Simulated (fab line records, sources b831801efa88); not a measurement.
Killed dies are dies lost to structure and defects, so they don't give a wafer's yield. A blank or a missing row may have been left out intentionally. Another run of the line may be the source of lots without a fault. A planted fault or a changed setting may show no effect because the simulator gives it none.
Problem report in the 8D (eight disciplines) form, filled by code + flow sky130 + the parts of the form that need people (team, actions taken, sign-off) are left out

== 1. THE ISSUE ==
At SKY_VT_ADJUST_HVTR_STRIP_10, strip time to endpoint s averages 13.34 s over 3 wafers from 2 lots, while fault-free wafers read 14.16 s, standard deviation 0.034. That is -24 standard deviations from the usual mean.
The step: strips in O2/N2.
First seen on wafer L885.3, day 12 20:01, on plasma asher-02. The record holds 39 wafers of 13 lots with a number at this step. Rule for "out", or "out of limits": more than 4 standard deviations from the usual mean. All remaining wafers that have a number are taken as sound.

== 2. WHAT IT IS, AND WHAT IT ISN'T ==
| question                    | is                                       | is not                                                                                             |
|-----------------------------|------------------------------------------|----------------------------------------------------------------------------------------------------|
| which readings at this step | strip time to endpoint s, oes product au | drypump motor current A                                                                            |
| which lots                  | L884, L885                               | L875, L876, L879, L880, L882, L883, L886, L892, L893, L896, L897                                   |
| which wafers of those lots  | L884.6, L885.3, L885.6                   | L884.1, L884.5, L885.5                                                                             |
| read on which tools         | plasma asher-02                          | plasma asher-03, plasma asher-04                                                                   |
| when                        | from day 12 20:01                        | up to then (19 sound wafers); but 17 sound wafers of L884, L886, L892, L893, L896, L897 came after |

== 3. SUSPECTS, AND WHAT RULES EACH OUT ==
Counting: a tool at a process step up to the reading stays a suspect if it ran every lot that is out. Sound lots after the first of them don't rule it out here, since some wafers of a struck lot are sound.
- plasma asher-02 at SKY_VT_ADJUST_HVTR_STRIP_10 (strips in O2/N2): kept. Ran every lot that is out, first one L885 (day 12 20:01); last sound lot up to then L883 (day 12 09:02). On those wafers its own readings are out: oes product au, strip time to endpoint s.
- The sound lot-mates ran in chamber 1 of plasma asher-02 at SKY_VT_ADJUST_HVTR_STRIP_10, but the wafers that are out ran in chamber 0.
Remaining after the count: plasma asher-02 at SKY_VT_ADJUST_HVTR_STRIP_10.

== 4. THE CAUSE (what the simulator had put in) ==
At SKY_VT_ADJUST_HVTR_STRIP_10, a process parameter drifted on plasma asher-02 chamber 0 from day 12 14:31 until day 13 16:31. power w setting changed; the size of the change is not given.
This tool alone remained once counting was done.

== 5. THE CHAIN OF EFFECTS, in route order ==
Each row: a reading where the mean over the struck wafers with a number is more than 3 standard deviations away from the usual. Only readings whose record carries a usual standard deviation are examined. hours: median over the lots of the time between each lot's start at the first step of this table that gives one and its start at this step. sigmas: the change, counted in usual standard deviations.
| hours | step                        | reading                  | usual      | on struck wafers | change | sigmas |
|-------|-----------------------------|--------------------------|------------|------------------|--------|--------|
| 0     | SKY_VT_ADJUST_HVTR_STRIP_10 | oes product au           | 0.715 a.u. | 0.749            | +0.034 | +7.8   |
| 0     | SKY_VT_ADJUST_HVTR_STRIP_10 | strip time to endpoint s | 14.16 s    | 13.34            | -0.82  | -24    |
Process steps it contains:
- SKY_VT_ADJUST_HVTR_STRIP_10: strips in O2/N2.
Later measuring or inspecting steps at which every struck wafer that the step has a row for has a number for every such reading, and none has moved that far: SKY_SD_N_CD_MEAS_07, SKY_LOCAL_INTERCONNECT_THK_MEAS_02.

== 6. HOW IT WOULD HAVE BEEN CAUGHT EARLIER ==
In this record the first reading out of limits was taken at day 12 20:01, 6 hours after the fault began at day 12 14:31.
